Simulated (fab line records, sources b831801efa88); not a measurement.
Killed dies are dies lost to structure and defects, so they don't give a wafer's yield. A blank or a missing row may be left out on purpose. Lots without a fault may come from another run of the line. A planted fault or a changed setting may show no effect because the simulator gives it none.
fab line records | flow gf180mcu
record lots=24 wafers=72 last_day=34
route steps=602 shown MVPSD@139 V1@361 V3@454 V4@500 MIM@508
lots that met no fault: from a run of the same line without faults
start_h: hours from the record's first day to the start of the lot's first wafer shown | wait_h: hours since the lot's step before | " the same as in the row above | L1.1+2: a row that stands for several wafers | - no value, or no start given | * or withheld: withheld | < > ~ a bound
route shown NAME@n: a module of which the file shows steps, and the number in the route of the first | usual: mean/standard deviation of fault-free wafers | same: alike in all rows | chamber/n: place in a boat | sites: the reading at each site | _std_site: their standard deviation | _edge_site: outer sites' mean less inner sites' | radius_mm: how far each site lies from the wafer's centre | mask NAME#n: copy n | behind: the tool/chamber that last shaped the wafer | hold: why the lot was held/for how many hours/how that ended | device: the transistor (n, p or np) that didn't switch | end of line: the same wafers' tests at the end of the route | a step without rows: its recipe alone | killed: dies lost to structure and defects at the first sort, not the wafer's yield | map: a wafer's dies, x killed, . not, _ none there
set.NAME: the setting as run; set.NAME@STEP: as run at that earlier step | model.NAME: the simulator's own value behind a step, which no gauge read
steps of the route over a sample of lots; a table a step, a row a wafer
services: from which hour (start_h, from the record's first day; less than 0 if before it) a tool's chamber was out of use, for how many hours, and why
## steps
# step GF_VT_IMPLANT_RS_MEAS_49
# recipe thk_meas_gauge=four-point-probe
# usual MVPSD_RS=1168.8/2.5
# columns lot.wafer tool chamber start_h wait_h MVPSD_RS[ohm/sq]
L074.1 film_metro-04 - 159.04 0.1 1169.3
L074.3 " - " " 1170.7
L074.5 " - " " 1172.6
L075.1 film_metro-02 - 165.34 0.1 1167.0
L075.2 " - " " 1165.2
L075.3 " - " " 1169.5
L076.1 film_metro-04 - 171.82 0.1 1166.8
L076.2 " - " " 1164.4
L076.3 " - " " 1164.2
L077.4 film_metro-04 - 177.89 0.1 1168.5
L077.5 " - " " 1168.3
L077.6 " - " " 1171.4
L078.1 film_metro-01 - 185.24 0.1 1171.1
L078.2 " - " " 1171.3
L078.5 " - " " 1171.4
L079.2 film_metro-02 - 191.35 0.1 1164.3
L079.3 " - " " 1166.2
L079.5 " - " " 1166.6
L080.1 film_metro-01 - 200.52 0.1 1169.1
L080.3 " - " " 1166.8
L080.5 " - " " 1166.2
L081.1 film_metro-04 - 205.38 0.1 1170.1
L081.2 " - " " 1169.2
L081.4 " - " " 1172.3
L082.1 film_metro-01 - 214.03 0.1 1171.3
L082.4 " - " " 1167.6
L082.5 " - " " 1172.6
L083.1 film_metro-02 - 219.24 0.1 1167.9
L083.2 " - " " 1167.9
L083.5 " - " " 1170.1
L084.2 film_metro-02 - 227.01 0.1 1168.4
L084.5 " - " " 1167.1
L084.6 " - " " 1166.6
L085.3 film_metro-04 - 230.18 0.1 1165.8
L085.4 " - " " 1169.3
L085.5 " - " " 1170.8
L086.4 film_metro-02 - 243.60 0.1 1166.2
L086.5 " - " " 1168.7
L086.6 " - " " 1166.5
L087.2 film_metro-04 - 246.06 0.1 1170.1
L087.3 " - " " 1167.2
L087.4 " - " " 1168.4
L088.1 film_metro-02 - 251.24 0.1 1170.1
L088.4 " - " " 1170.1
L088.5 " - " " 1171.5
L089.1 film_metro-04 - 260.04 0.1 1171.4
L089.4 " - " " 1172.9
L089.5 " - " " 1171.1
L090.2 film_metro-01 - 264.36 0.1 1167.4
L090.4 " - " " 1168.2
L090.6 " - " " 1170.1
L091.1 film_metro-04 - 271.23 0.1 1174.7
L091.5 " - " " 1174.2
L091.6 " - " " 1170.4
L092.3 film_metro-02 - 279.48 0.1 1171.3
L092.4 " - " " 1167.4
L092.5 " - " " 1168.4
L093.2 film_metro-04 - 285.45 0.1 1168.0
L093.4 " - " " 1170.5
L093.6 " - " " 1168.3
L094.1 film_metro-02 - 292.68 0.1 1167.8
L094.3 " - " " 1166.0
L094.4 " - " " 1164.1
L095.1 film_metro-01 - 297.36 0.1 1165.5
L095.5 " - " " 1169.4
L095.6 " - " " 1170.7
L096.2 film_metro-04 - 305.35 0.1 1171.6
L096.3 " - " " 1168.8
L096.5 " - " " 1169.8
L097.1 film_metro-02 - 310.08 0.1 1169.5
L097.3 " - " " 1170.0
L097.5 " - " " 1166.5
# step GF_V1_CMP_26
# recipe stop_on=SiO2 down_force_psi=3.5 platen_rpm=60 t_overpolish_s=15 target_thk_nm=0 pad_velocity_m_s=0.94248
# usual motor_current_A=10.9/0.98 overpolish_run_s=15.001/0.0094 time_to_endpoint_s=85/3.5
# same t_overpolish_s=15
# columns lot.wafer tool chamber start_h wait_h motor_current_A overpolish_run_s time_to_endpoint_s
L074.3 cmp-02 0 412.37 0.1 9.1 15.009 87
L074.1 " 2 " " 11.5 14.999 92
L074.5 " 0 " " 9.2 14.992 87
L075.1 cmp-01 2 419.03 0.1 12.6 14.999 85
L075.3 " 3 " " 11.5 15.019 82
L075.2 " 0 " " 10.5 15.012 90
L076.3 cmp-02 3 431.08 0.0 9.8 14.987 80
L076.2 " 0 " " 9.7 14.995 82
L076.1 " 1 " " 10.7 15.008 86
L077.4 cmp-01 2 442.00 0.2 12.4 15.005 86
L077.5 " 3 " " 12.0 14.996 85
L077.6 " 0 " " 11.2 15.001 87
L078.2 cmp-02 0 449.88 0.1 9.0 15.013 80
L078.1 " 1 " " 11.3 14.979 83
L078.5 " 0 " " 9.3 14.983 83
L079.3 cmp-01 0 461.30 0.0 11.1 15.002 89
L079.2 " 1 " " 9.7 15.003 81
L079.5 " 0 " " 10.7 15.008 87
L080.3 cmp-02 2 471.49 0.0 11.1 15.000 86
L080.1 " 1 " " 11.4 15.015 83
L080.5 " 3 " " 10.9 15.009 84
L081.2 cmp-02 2 475.96 0.1 11.6 14.988 93
L081.1 " 3 " " 10.0 14.997 80
L081.4 " 0 " " 9.3 14.998 82
L082.4 cmp-02 3 488.98 0.1 10.7 14.994 80
L082.1 " 1 " " 11.2 15.001 82
L082.5 " 3 " " 9.9 14.999 81
L083.1 cmp-01 2 491.85 0.1 12.1 14.997 89
L083.2 " 1 " " 10.0 15.026 82
L083.5 " 2 " " 13.2 15.004 88
L084.2 cmp-01 1 505.28 0.2 10.3 14.986 82
L084.6 " 2 " " 12.0 14.995 91
L084.5 " 3 " " 11.9 15.001 86
L085.3 cmp-01 0 508.45 0.1 10.9 14.993 85
L085.4 " 1 " " 10.0 14.988 86
L085.5 " 3 " " 11.8 15.002 87
L086.4 cmp-02 2 530.03 0.1 11.0 14.985 89
L086.6 " 1 " " 11.4 15.006 85
L086.5 " 2 " " 10.9 15.015 86
L087.2 cmp-02 0 531.90 0.0 9.0 14.997 82
L087.4 " 1 " " 10.9 15.017 83
L087.3 " 2 " " 11.8 14.995 83
L088.1 cmp-01 0 537.40 0.2 10.9 15.002 87
L088.4 " 2 " " 12.9 15.014 92
L088.5 " 3 " " 12.4 15.002 86
L089.1 cmp-01 1 552.83 0.1 9.8 15.011 84
L089.4 " 3 " " 12.4 15.016 85
L089.5 " 0 " " 10.3 15.001 88
L090.4 cmp-02 0 555.45 0.1 9.6 14.990 79
L090.2 " 2 " " 11.6 15.002 90
L090.6 " 0 " " 10.0 14.998 83
L091.1 cmp-01 0 561.70 0.1 10.9 14.986 90
L091.6 " 2 " " 12.1 15.015 93
L091.5 " 3 " " 12.0 15.017 84
L092.3 cmp-02 2 571.89 0.0 11.7 14.998 83
L092.4 " 3 " " 10.1 15.001 83
L092.5 " 3 " " 9.9 14.992 83
L093.2 cmp-01 2 584.25 0.3 12.5 15.001 90
L093.4 " 0 " " 10.8 14.994 91
L093.6 " 2 " " 12.0 14.999 92
L094.1 cmp-01 3 586.27 0.2 12.1 15.008 84
L094.4 " 0 " " 10.3 15.007 88
L094.3 " 1 " " 10.2 14.989 79
L096.3 cmp-01 0 601.38 0.0 11.0 15.019 87
L096.2 " 3 " " 12.1 14.998 86
L096.5 " 1 " " 10.4 14.994 77
L095.1 cmp-02 3 602.95 0.1 9.8 14.989 84
L095.6 " 1 " " 11.2 15.001 86
L095.5 " 2 " " 11.0 15.011 89
L097.3 cmp-01 2 603.19 0.1 12.8 15.009 86
L097.1 " 3 " " 11.5 15.006 81
L097.5 " 1 " " 10.4 15.001 81
# step GF_V3_THK_MEAS_25
# recipe thk_meas_gauge=xrf reads=W_of_V3_CVD_23
# usual V3_W_THK=336/6.2
# columns lot.wafer tool chamber start_h wait_h V3_W_THK[nm]
L074.1 film_metro-02 - 514.27 0.1 342
L074.3 " - " " 337
L074.5 " - " " 340
L075.1 film_metro-03 - 520.78 0.1 331
L075.2 " - " " 342
L075.3 " - " " 335
L076.1 film_metro-01 - 533.05 0.1 337
L076.2 " - " " 335
L076.3 " - " " 337
L077.4 film_metro-01 - 544.23 0.1 334
L077.5 " - " " 337
L077.6 " - " " 336
L078.1 film_metro-02 - 551.35 0.1 337
L078.2 " - " " 340
L078.5 " - " " 336
L079.2 film_metro-01 - 560.68 0.1 346
L079.3 " - " " 336
L079.5 " - " " 334
L080.1 film_metro-01 - 569.00 0.1 334
L080.3 " - " " 340
L080.5 " - " " 332
L081.1 film_metro-01 - 573.05 0.1 340
L081.2 " - " " 349
L081.4 " - " " 350
L082.1 film_metro-03 - 585.77 0.1 328
L082.4 " - " " 323
L082.5 " - " " 324
L083.1 film_metro-01 - 587.02 0.1 334
L083.2 " - " " 336
L083.5 " - " " 335
L084.2 film_metro-03 - 600.35 0.1 337
L084.5 " - " " 328
L084.6 " - " " 341
L085.3 film_metro-03 - 602.70 0.1 319
L085.4 " - " " 325
L085.5 " - " " 327
L086.4 film_metro-02 - 621.90 0.1 345
L086.5 " - " " 344
L086.6 " - " " 336
L087.2 film_metro-01 - 623.51 0.1 345
L087.3 " - " " 340
L087.4 " - " " 334
L088.1 film_metro-03 - 628.28 0.1 333
L088.4 " - " " 336
L088.5 " - " " 334
L089.1 film_metro-01 - 642.45 0.1 344
L089.4 " - " " 344
L089.5 " - " " 343
L090.2 film_metro-01 - 645.08 0.1 337
L090.4 " - " " 340
L090.6 " - " " 335
L091.1 film_metro-03 - 651.58 0.1 334
L091.5 " - " " 333
L091.6 " - " " 339
L092.3 film_metro-02 - 660.84 0.1 335
L092.4 " - " " 332
L092.5 " - " " 333
L093.2 film_metro-01 - 670.56 0.1 332
L093.4 " - " " 327
L093.6 " - " " 325
L094.1 film_metro-03 - 672.88 0.1 334
L094.3 " - " " 333
L094.4 " - " " 336
L096.2 film_metro-03 - 686.39 0.1 337
L096.3 " - " " 346
L096.5 " - " " 344
L095.1 film_metro-03 - 688.14 0.1 333
L095.5 " - " " 350
L095.6 " - " " 338
L097.1 film_metro-03 - 689.14 0.1 333
L097.3 " - " " 332
L097.5 " - " " 337
# step GF_V4_RS_MEAS_24
# recipe thk_meas_gauge=four-point-probe reads=W_of_V4_CVD_23+TiN_of_V4_SPUTTER_22+Ti_of_V4_SPUTTER_21
# usual V4_W_RS=0.324/0.0048
# columns lot.wafer tool chamber start_h wait_h V4_W_RS[ohm/sq]
L074.1 film_metro-01 - 561.97 0.1 0.321
L074.3 " - " " 0.322
L074.5 " - " " 0.312
L075.1 film_metro-04 - 568.52 0.1 0.320
L075.2 " - " " 0.311
L075.3 " - " " 0.317
L076.1 film_metro-02 - 581.12 0.1 0.318
L076.2 " - " " 0.317
L076.3 " - " " 0.318
L077.4 film_metro-01 - 591.43 0.1 0.318
L077.5 " - " " 0.322
L077.6 " - " " 0.316
L078.1 film_metro-02 - 597.42 0.1 0.325
L078.2 " - " " 0.331
L078.5 " - " " 0.325
L079.2 film_metro-01 - 607.27 0.1 0.315
L079.3 " - " " 0.322
L079.5 " - " " 0.323
L080.1 film_metro-02 - 615.37 0.1 0.323
L080.3 " - " " 0.324
L080.5 " - " " 0.324
L081.1 film_metro-01 - 618.67 0.1 0.326
L081.2 " - " " 0.328
L081.4 " - " " 0.331
L082.1 film_metro-04 - 630.96 0.1 0.327
L082.4 " - " " 0.333
L082.5 " - " " 0.329
L083.1 film_metro-04 - 631.96 0.1 0.321
L083.2 " - " " 0.324
L083.5 " - " " 0.323
L084.2 film_metro-02 - 643.35 0.1 0.331
L084.5 " - " " 0.330
L084.6 " - " " 0.330
L085.3 film_metro-02 - 646.27 0.1 0.324
L085.4 " - " " 0.326
L085.5 " - " " 0.325
L086.4 film_metro-02 - 665.13 0.1 0.330
L086.5 " - " " 0.329
L086.6 " - " " 0.330
L087.2 film_metro-04 - 667.00 0.1 0.323
L087.3 " - " " 0.323
L087.4 " - " " 0.322
L088.1 film_metro-02 - 670.28 0.1 0.324
L088.4 " - " " 0.327
L088.5 " - " " 0.324
L089.1 film_metro-02 - 684.33 0.1 0.329
L089.4 " - " " 0.325
L089.5 " - " " 0.328
L090.2 film_metro-02 - 687.12 0.1 0.328
L090.4 " - " " 0.332
L090.6 " - " " 0.328
L091.1 film_metro-02 - 692.67 0.1 0.319
L091.5 " - " " 0.318
L091.6 " - " " 0.317
L092.3 film_metro-02 - 701.95 0.1 0.324
L092.4 " - " " 0.329
L092.5 " - " " 0.328
L093.2 film_metro-02 - 711.15 0.1 0.328
L093.4 " - " " 0.336
L093.6 " - " " 0.332
L094.1 film_metro-04 - 713.65 0.1 0.323
L094.3 " - " " 0.325
L094.4 " - " " 0.322
L096.2 film_metro-01 - 725.78 0.1 0.317
L096.3 " - " " 0.320
L096.5 " - " " 0.324
L095.1 film_metro-02 - 727.31 0.1 0.326
L095.5 " - " " 0.327
L095.6 " - " " 0.329
L097.1 film_metro-04 - 727.73 0.1 0.324
L097.3 " - " " 0.317
L097.5 " - " " 0.323
# step GF_V4_CMP_26
# recipe stop_on=SiO2 down_force_psi=3.5 platen_rpm=60 t_overpolish_s=15 target_thk_nm=0 pad_velocity_m_s=0.94248
# usual motor_current_A=10.8/0.94 overpolish_run_s=15.001/0.0092 time_to_endpoint_s=83/3.9
# same t_overpolish_s=15
# columns lot.wafer tool chamber start_h wait_h motor_current_A overpolish_run_s time_to_endpoint_s
L074.1 cmp-01 0 562.15 0.1 10.6 14.998 89
L074.3 " 1 " " 10.1 15.010 82
L074.5 " 1 " " 10.0 14.991 85
L075.2 cmp-02 1 568.70 0.0 11.1 14.999 87
L075.3 " 2 " " 10.7 14.998 88
L075.1 " 0 " " 9.6 14.996 82
L076.3 cmp-02 2 581.30 0.0 11.2 14.999 86
L076.1 " 0 " " 9.2 15.003 83
L076.2 " 1 " " 10.7 14.998 81
L077.4 cmp-02 0 591.60 0.1 9.8 14.984 81
L077.6 " 3 " " 10.5 14.999 83
L077.5 " 0 " " 9.0 15.012 82
L078.2 cmp-02 1 597.60 0.0 11.2 15.012 79
L078.1 " 2 " " 11.2 15.018 87
L078.5 " 1 " " 11.0 15.004 81
L079.2 cmp-02 0 607.43 0.0 9.7 15.009 82
L079.3 " 2 " " 11.1 14.988 86
L079.5 " 1 " " 11.1 14.993 79
L080.1 cmp-01 0 615.65 0.1 10.7 15.000 84
L080.3 " 1 " " 10.2 15.007 76
L080.5 " 3 " " 12.0 15.004 81
L081.4 cmp-02 1 618.90 0.1 11.3 14.998 80
L081.2 " 2 " " 10.8 14.984 87
L081.1 " 3 " " 10.2 14.995 80
L082.4 cmp-02 1 631.14 0.0 11.1 14.984 72
L082.1 " 3 " " 10.3 14.998 72
L082.5 " 2 " " 11.4 15.011 81
L083.1 cmp-02 3 632.24 0.1 10.1 14.992 82
L083.2 " 0 " " 9.7 15.001 79
L083.5 " 2 " " 11.0 15.013 89
L084.2 cmp-01 1 643.66 0.2 9.7 15.007 78
L084.5 " 2 " " 12.7 15.010 88
L084.6 " 3 " " 11.5 14.992 82
L085.4 cmp-02 2 646.41 0.0 11.1 14.994 80
L085.3 " 1 " " 11.1 15.004 81
L085.5 " 2 " " 10.8 14.999 84
L086.4 cmp-02 0 665.40 0.2 9.8 15.007 81
L086.6 " 1 " " 10.6 14.983 80
L086.5 " 2 " " 10.8 15.015 85
L087.3 cmp-01 1 667.16 0.0 10.5 15.000 88
L087.2 " 2 " " 12.1 14.999 90
L087.4 " 0 " " 10.8 14.998 89
L088.1 cmp-02 0 670.46 0.1 9.0 15.010 82
L088.4 " 2 " " 11.3 15.014 85
L088.5 " 0 " " 9.6 15.007 84
L089.1 cmp-02 0 684.56 0.1 9.4 15.001 83
L089.4 " 2 " " 11.0 14.991 86
L089.5 " 3 " " 10.1 15.013 82
L090.2 cmp-01 3 687.33 0.1 11.9 14.981 85
L090.4 " 1 " " 9.8 14.998 78
L090.6 " 2 " " 12.7 15.008 86
L091.1 cmp-01 3 692.85 0.1 12.9 14.990 85
L091.5 " 3 " " 11.5 15.014 87
L091.6 " 0 " " 11.1 15.007 87
L092.3 cmp-01 0 702.09 0.0 10.3 15.007 82
L092.4 " 3 " " 11.2 15.009 78
L092.5 " 1 " " 9.3 15.010 78
L093.2 cmp-01 3 711.41 0.1 11.4 15.009 86
L093.4 " 0 " " 11.0 15.005 87
L093.6 " 1 " " 10.2 15.005 82
L094.3 cmp-01 1 713.83 0.0 10.3 15.000 81
L094.4 " 2 " " 12.9 15.008 84
L094.1 " 3 " " 11.8 15.012 83
L096.2 cmp-02 3 725.99 0.1 9.9 14.988 85
L096.3 " 1 " " 11.0 14.999 87
L096.5 " 2 " " 11.6 14.989 87
L095.1 cmp-01 0 727.64 0.2 10.6 15.019 90
L095.5 " 1 " " 9.6 15.000 85
L095.6 " 2 " " 12.1 14.999 87
L097.1 cmp-02 0 728.01 0.1 8.9 15.007 81
L097.3 " 1 " " 10.9 14.992 83
L097.5 " 3 " " 10.5 14.996 80
# step GF_MIM_CVD_05
# recipe material=Si3N4 target_thk_nm=42 temp_max_c=400 temp_c=385 time_s=29.086 rf_w=450
# usual heater_power_w=691/120
# columns lot.wafer tool chamber start_h wait_h heater_power_w
L074.1 pecvd-03 1 562.67 0.0 652
L074.3 " 0 " " 792
L074.5 " 0 " " 790
L075.1 pecvd-01 0 569.22 0.0 576
L075.2 " 2 " " 903
L075.3 " 1 " " 624
L076.1 pecvd-03 0 581.82 0.0 748
L076.2 " 1 " " 576
L076.3 " 2 " " 649
L077.4 pecvd-03 2 592.09 0.0 649
L077.5 " 1 " " 702
L077.6 " 0 " " 855
L078.1 pecvd-03 1 598.12 0.0 666
L078.2 " 2 " " 566
L078.5 " 0 " " 717
L079.2 pecvd-01 1 607.95 0.0 650
L079.3 " 0 " " 618
L079.5 " 2 " " 827
L080.1 pecvd-02 1 616.07 0.0 514
L080.3 " 0 " " 834
L080.5 " 2 " " 765
L081.1 pecvd-03 2 619.37 0.0 645
L081.2 " 1 " " 706
L081.4 " 2 " " 669
L082.1 pecvd-03 0 631.66 0.0 861
L082.4 " 2 " " 625
L082.5 " 1 " " 661
L083.1 pecvd-02 0 632.66 0.0 786
L083.2 " 2 " " 786
L083.5 " 1 " " 423
L084.2 pecvd-03 1 644.03 0.0 645
L084.5 " 2 " " 633
L084.6 " 1 " " 644
L085.3 pecvd-01 2 646.93 0.0 917
L085.4 " 0 " " 600
L085.5 " 2 " " 945
L086.4 pecvd-03 0 665.79 0.0 813
L086.5 " 2 " " 602
L086.6 " 1 " " 679
L087.2 pecvd-02 0 667.68 0.0 787
L087.3 " 1 " " 533
L087.4 " 2 " " 765
L088.1 pecvd-03 1 670.98 0.0 567
L088.4 " 2 " " 656
L088.5 " 0 " " 752
L089.1 pecvd-01 2 685.03 0.0 927
L089.4 " 1 " " 620
L089.5 " 2 " " 944
L090.2 pecvd-02 0 687.80 0.0 863
L090.4 " 0 " " 869
L090.6 " 2 " " 722
L091.1 pecvd-02 1 693.37 0.0 431
L091.5 " 2 " " 785
L091.6 " 1 " " 423
L092.3 pecvd-02 1 702.63 0.0 463
L092.4 " 2 " " 772
L092.5 " 2 " " 766
L093.2 pecvd-02 1 711.83 0.0 497
L093.4 " 0 " " 727
L093.6 " 1 " " 495
L094.1 pecvd-01 0 714.35 0.0 678
L094.3 " 1 " " 640
L094.4 " 1 " " 619
L096.2 pecvd-01 0 726.46 0.0 592
L096.3 " 2 " " 914
L096.5 " 2 " " 913
L095.1 pecvd-03 1 728.01 0.0 664
L095.5 " 1 " " 652
L095.6 " 2 " " 612
L097.1 pecvd-01 0 728.43 0.0 554
L097.3 " 1 " " 663
L097.5 " 2 " " 829
## services
# columns tool chamber start_h hours kind
cmp-02 - 404.21 4.0 pm
pecvd-01 0 440.11 3.6 repair
pecvd-03 - 441.15 0.8 pm
cmp-01 - 466.27 3.1 repair
cmp-02 - 491.17 2.1 repair
cmp-02 - 498.01 7.4 repair
cmp-01 - 503.30 0.8 repair
cmp-01 - 511.69 0.9 repair
pecvd-02 2 512.81 22.4 repair
cmp-01 - 521.44 15.3 repair
cmp-02 - 536.79 5.6 pm
cmp-02 - 541.67 3.1 repair
cmp-01 - 547.28 1.4 repair
pecvd-02 - 551.30 0.6 repair
pecvd-03 - 555.18 0.2 repair
cmp-01 - 572.00 4.0 pm
cmp-02 - 575.73 3.0 repair
cmp-02 - 582.23 8.2 pm
pecvd-01 - 591.12 14.0 pm
cmp-01 - 661.62 0.8 repair
pecvd-03 2 678.64 22.3 repair
cmp-02 - 680.88 3.6 repair
pecvd-03 0 685.81 3.2 repair
cmp-02 - 689.89 6.5 repair
## key
fault none
